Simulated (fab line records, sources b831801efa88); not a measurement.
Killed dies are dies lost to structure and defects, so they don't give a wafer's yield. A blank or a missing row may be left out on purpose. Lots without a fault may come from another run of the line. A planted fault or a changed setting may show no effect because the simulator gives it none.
One fault seen from 2 desks | flow sky130 | each desk has only its own numbers; what lay behind them comes last

THE METROLOGY DESK
What the gauges read, lot by lot, whatever tool the lot ran on: means of the sampled wafers that have a number. A lot is out of limits, marked OUT, if its mean lies more than 4 standard deviations from the usual mean; the brackets give that distance.
Columns: A = cd_nm at SKY_LOCAL_INTERCONNECT_CD_MEAS_11, usual 169.8 nm; B = CONTACT_CVD_00_THK at SKY_CONTACT_THK_MEAS_01, usual 74.9 nm; C = CONTACT_HDPCVD_THK at SKY_CONTACT_THK_MEAS_03, usual 566 nm
lot  | first seen here | A     | B    | C
L440 | day 30 07:16    | 171.6 | 74.9 | 566
L442 | day 31 01:23    | 166.8 | 74.9 | 564
L443 | day 31 02:08    | 170.6 | 75.9 | 524 (-8.0) OUT
L444 | day 31 13:46    | 170.0 | 74.8 | 487 (-15) OUT
L450 | day 34 01:28    | 169.9 | 75.8 | 565
L452 | day 34 06:14    | 171.2 | 73.9 | 562
L453 | day 34 15:01    | 169.3 | 74.2 | 561
L454 | day 35 00:28    | 169.8 | 75.6 | 568
L455 | day 35 11:17    | 170.6 | 74.5 | 568
L456 | day 35 11:58    | 168.7 | 75.0 | 567
L457 | day 35 23:04    | 169.2 | 75.6 | 569
L459 | day 36 05:28    | 167.3 | 74.7 | 568
L460 | day 36 10:36    | 169.0 | 75.3 | 574
L463 | day 37 07:56    | 169.4 | 73.3 | 565
This desk's finding: out of limits on L443, L444; first on L443, day 31 03:16 (CONTACT_HDPCVD_THK at SKY_CONTACT_THK_MEAS_03). In limits: L440, L442, L450, L452, L453, L454, L455, L456, L457, L459, L460, L463.

THE TOOL OWNER'S DESK: hdpcvd-02
The tool's own readings at SKY_CONTACT_HDPCVD_02 (deposits SiO2, target thk 565 nm, time 94.2 s): means of the sampled wafers that have a number, for each lot that ran on this tool. A lot is out of limits, marked OUT, if its mean lies more than 4 standard deviations from the usual mean; the brackets give that distance.
Columns: A = sih4_flow_sccm at SKY_CONTACT_HDPCVD_02, usual 59.98 sccm
lot  | first seen here | A
L442 | day 31 02:20    | 60.13
L443 | day 31 03:12    | 55.93 (-22) OUT
L444 | day 31 14:54    | 52.15 (-43) OUT
L454 | day 35 01:37    | 59.96
L455 | day 35 12:17    | 59.81
L457 | day 36 00:02    | 59.93
L460 | day 36 11:35    | 60.04
This desk's finding: out of limits on L443, L444; first on L443, day 31 03:12 (sih4_flow_sccm at SKY_CONTACT_HDPCVD_02). In limits: L442, L454, L455, L457, L460.

PUT TOGETHER
The tool owner's desk could have raised an alarm at day 31 03:12, on L443, L444.
The metrology desk could have raised an alarm at day 31 03:16, on L443, L444.
Of the lots named, all ran SKY_CONTACT_HDPCVD_02 on hdpcvd-02.

WHAT THE SIMULATOR HAD PUT IN
Process parameter drift: hdpcvd-02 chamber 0, from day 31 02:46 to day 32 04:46, at SKY_CONTACT_HDPCVD_02. Setting sih4_flow_sccm, moved by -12, from 60. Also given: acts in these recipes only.
Lots struck among those shown: L443, L444.
Hours from the fault's start to each desk's first reading out of limits: the tool owner's desk, 0; the metrology desk, 1.
